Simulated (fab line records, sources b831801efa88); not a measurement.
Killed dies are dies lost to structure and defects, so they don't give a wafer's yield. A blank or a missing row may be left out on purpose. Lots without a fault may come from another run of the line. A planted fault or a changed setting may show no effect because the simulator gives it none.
A struck lot beside a sound one | flow sky130 | 42 steps out of a route of 708
Sound: wafers L939.1, L939.5, L939.6. Struck: wafers L956.1, L956.2, L956.6. The cause comes at the end.
At each step with rows: each side's tool, then ch and its chambers, then its first start. Under that, the readings that differ: sound wafers | struck wafers | difference of the means | sigmas: that difference in standard deviations of wafers without a fault.
alike: readings whose means differ by less than 2 such deviations, and words and numbers that are the same on both sides. not compared: withheld readings, readings that some wafer has no value for, bounds like >300 that may hide the same value, and numbers for which the record gives no deviation and whose values overlap.
The two part at a step that has a row with sigmas, a row that says differs or no value, or rows on one side only. Numbers that don't overlap but have no deviation are shown without sigmas and don't part them. A reading that every wafer of one side lacks parts them only if that side has two wafers or more.

first, 5 steps without rows for these wafers: SKY_GATE_OXIDE_COAT_05 (resist thk 1140 nm); SKY_GATE_OXIDE_SOFTBAKE_06 (time 60 s); SKY_GATE_OXIDE_EXPOSE_07 (exposes mask LVOM, target cd 600 nm); SKY_GATE_OXIDE_PEB_08; SKY_GATE_OXIDE_DEVELOP_09 (develop time 60 s).
SKY_GATE_OXIDE_OVL_MEAS_10:
  sound on overlay-02, day 13 23:23; struck on overlay-01, day 20 05:14
  alike: GATE_OXIDE_OVL
then, 2 steps without rows for these wafers: SKY_GATE_OXIDE_IMPLANT_11; SKY_GATE_OXIDE_WET_ETCH_12 (etches SiO2 in dHF, target depth 16.8 nm, time 336 s).
SKY_GATE_OXIDE_STRIP_13: strips in O2/N2.
  sound on plasma_asher-04 ch 0,1, day 13 23:40; struck on plasma_asher-04 ch 0,1, day 20 05:31
  alike: drypump_motor_current_A, oes_product_au, strip_time_to_endpoint_s
  not compared: rf_hours_counter_h
SKY_GATE_OXIDE_TW_MEAS_14:
  sound on film_metro-02, day 13 23:46; struck on film_metro-02, day 20 05:37
  alike: GATE_OXIDE_TW
then, 2 steps without rows for these wafers: SKY_GATE_OXIDE_CLEAN_15 (cleans in SC1/SC2, time 150 s); SKY_GATE_OXIDE_OXIDATION_16 (stabilise 600 s, purge 300 s, target thk 3.57 nm).
SKY_POLY_GATE_CVD_00: deposits poly-Si, target thk 180 nm, time 720 s.
  sound on lpcvd-01 ch 0, day 14 03:25; struck on lpcvd-01 ch 1, day 20 07:19
  reading                                       | sound                | struck               | difference | sigmas
  spike_tc_bottom_C (C)                         | 643.7 641.0 644.0    | 629.8 628.9 630.1    | -13.3      | -6
  spike_tc_centre_C (C)                         | 622.1 620.5 621.2    | 612.4 612.8 612.1    | -8.8       | -7
  spike_tc_lower_C (C)                          | 622.5 619.5 621.7    | 613.1 612.7 612.6    | -8.4       | -8
  spike_tc_top_C (C)                            | 640.2 641.4 641.7    | 627.9 626.4 626.8    | -14.1      | -6
  spike_tc_upper_C (C)                          | 619.2 621.0 620.9    | 608.7 611.2 611.3    | -10.0      | -8
  susceptor_temp_C (C)                          | 619.24 619.90 619.82 | 611.03 611.09 610.89 | -8.65      | -30
  model.poly-Si_of_POLY_GATE_CVD_00.thk_nm (nm) | 179.8 181.3 179.6    | 143.8 145.4 144.9    | -35.5      |
  alike: zone_power_centre_pct
SKY_POLY_GATE_THK_MEAS_01:
  sound on film_metro-03, day 14 04:37; struck on film_metro-04, day 20 09:07
  reading                   | sound             | struck            | difference | sigmas
  POLY_GATE_CVD_00_THK (nm) | 179.8 181.4 179.6 | 143.8 145.5 144.9 | -35.5      | -27
then, 8 steps without rows for these wafers: SKY_RES_PROTECT_DEHYDRATE_00 (time 60 s); SKY_RES_PROTECT_HMDS_01 (prime time 60 s); SKY_RES_PROTECT_COAT_02 (resist thk 1140 nm); SKY_RES_PROTECT_SOFTBAKE_03 (time 60 s); SKY_RES_PROTECT_EXPOSE_04 (exposes mask RPM, target cd 1270 nm); SKY_RES_PROTECT_PEB_05; SKY_RES_PROTECT_DEVELOP_06 (develop time 60 s); SKY_POLY_GATE_IMPLANT_02.
SKY_RES_PROTECT_STRIP_07: strips in O2/N2.
  sound on plasma_asher-01 ch 0,1, day 15 07:02; struck on plasma_asher-01 ch 0,1, day 21 15:50
  alike: drypump_motor_current_A, oes_product_au, strip_time_to_endpoint_s
  not compared: rf_hours_counter_h
SKY_RES_PROTECT_TW_MEAS_08:
  sound on film_metro-01, day 15 07:08; struck on film_metro-01, day 21 15:56
  alike: POLY_GATE_TW
SKY_RES_PROTECT_CLEAN_09: cleans in SC1/SC2, time 150 s.
  sound on wet_bench-03 ch 0, day 15 07:12; struck on wet_bench-04 ch 0, day 21 16:00
  reading                                       | sound             | struck            | difference | sigmas
  model.poly-Si_of_POLY_GATE_CVD_00.thk_nm (nm) | 179.2 180.7 178.9 | 143.1 144.8 144.3 | -35.5      |
then, 1 step without rows for these wafers: SKY_POLY_GATE_CVD_03 (deposits Si3N4 from DCS/NH3, target thk 75 nm, time 1290 s).
SKY_POLY_GATE_THK_MEAS_04:
  sound on film_metro-03, day 15 10:26; struck on film_metro-02, day 21 17:25
  alike: POLY_GATE_CVD_03_THK
then, 8 steps without rows for these wafers: SKY_POLY_GATE_DEHYDRATE_05 (time 60 s); SKY_POLY_GATE_HMDS_06 (prime time 60 s); SKY_POLY_GATE_COAT_07 (resist thk 110 nm); SKY_POLY_GATE_COAT_08 (resist thk 450 nm); SKY_POLY_GATE_SOFTBAKE_09 (time 90 s); SKY_POLY_GATE_EXPOSE_10 (exposes mask P1M, target cd 150 nm); SKY_POLY_GATE_PEB_11; SKY_POLY_GATE_DEVELOP_12 (develop time 60 s).
SKY_POLY_GATE_CD_MEAS_13: target cd 150 nm.
  sound on cd_sem-01, day 16 13:22; struck on cd_sem-01, day 23 00:32
  alike: cd_nm
SKY_POLY_GATE_OVL_MEAS_14:
  sound on overlay-01, day 16 13:29; struck on overlay-01, day 23 00:40
  alike: POLY_GATE_OVL
SKY_POLY_GATE_ETCH_15: etches BARC in N2/H2, stops on SiO2, time 118.5 s, target depth 110 nm.
  sound on rie_diel-03 ch 0,1,3, day 16 13:31; struck on rie_diel-03 ch 2,3, day 23 00:41
  alike: drypump_motor_current_A, oes_product_au, throttle_valve_pct
  not compared: rf_hours_counter_h
SKY_POLY_GATE_ETCH_16: etches Si3N4 in CH3F/O2, stops on poly-Si, time 147.5 s, target depth 75 nm.
  sound on rie_diel-03 ch 0,1,3, day 16 13:37; struck on rie_diel-03 ch 2,3, day 23 00:47
  alike: O2_flow_sccm, drypump_motor_current_A, oes_product_au, throttle_valve_pct
  not compared: rf_hours_counter_h
SKY_POLY_GATE_ETCH_17: etches poly-Si in HBr/Cl2, stops on SiO2, target depth 180 nm, time 70.5 s.
  sound on rie_si-01 ch 0,2,3, day 16 13:42; struck on rie_si-02 ch 0,1,2, day 23 00:53
  reading                               | sound             | struck            | difference | sigmas
  oes_product_au (a.u.)                 | 1.004 0.984 0.986 | 0.849 0.854 0.850 | -0.140     | -21
  model.etch.depth_nm (nm)              | 179.2 179.7 178.9 | 143.1 144.8 144.3 | -35.2      |
  model.POLY_GATE.feature_depth_nm (nm) | 179.2 179.7 178.9 | 143.1 144.8 144.3 | -35.2      |
  alike: drypump_motor_current_A, throttle_valve_pct
  not compared: rf_hours_counter_h
SKY_POLY_GATE_STRIP_18: strips in O2/N2.
  sound on plasma_asher-02 ch 0,1, day 16 13:46; struck on plasma_asher-02 ch 0,1, day 23 00:56
  alike: drypump_motor_current_A, oes_product_au, strip_time_to_endpoint_s
  not compared: rf_hours_counter_h
-- the record jumps here: 27 days lie between the struck wafers' starts before and after (it left off in module POLY_GATE and takes up again in module PAD_OPEN, whose first step shown is number 708 of the route) --
SKY_PAD_OPEN_PROBE_99:
  sound on prober-02, day 46 05:23; struck on prober-01, day 50 04:08
  reading                             | sound             | struck            | difference | sigmas
  killed_at_M0_to_M3                  | 32 35 30          | 61 61 30          | +18        | +2
  killed_dies                         | 62 79 72          | 100 112 77        | +25        | +2
  model.etest.res_high_po.line_ohm_um | 766.3 751.7 777.2 | 914.8 920 893     | +144.2     |
  model.etest.res_poly.line_ohm_um    | 536.6 521.7 545.1 | 651.9 648.8 660.1 | +119.1     |
  model.etest.res_high_po.rs_ohm_sq   | 264.3 260.9 264.5 | 319.2 320.2 311.6 | +53.8      |
  model.etest.res_poly.rs_ohm_sq      | 48.37 47.75 48.3  | 60.03 59.75 59.38 | +11.58     |
  model.etest.cap_li_to_poly.c_af_um2 | 101.1 100.6 98.4  | 86.67 91.14 89.29 | -11.00     |
  alike: killed_at_M4_up, killed_at_contacts, killed_at_front_end, killed_at_other, killed_open, killed_short
  not compared: model.etest.tip_sonos.rs_ohm_sq

WHERE THEY PART
First at SKY_POLY_GATE_CVD_00; last, within this record, at SKY_PAD_OPEN_PROBE_99.

WHY: what the simulator had put in
Process parameter drift: lpcvd-01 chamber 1, from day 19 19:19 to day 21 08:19, at SKY_POLY_GATE_CVD_00. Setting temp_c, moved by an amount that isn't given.
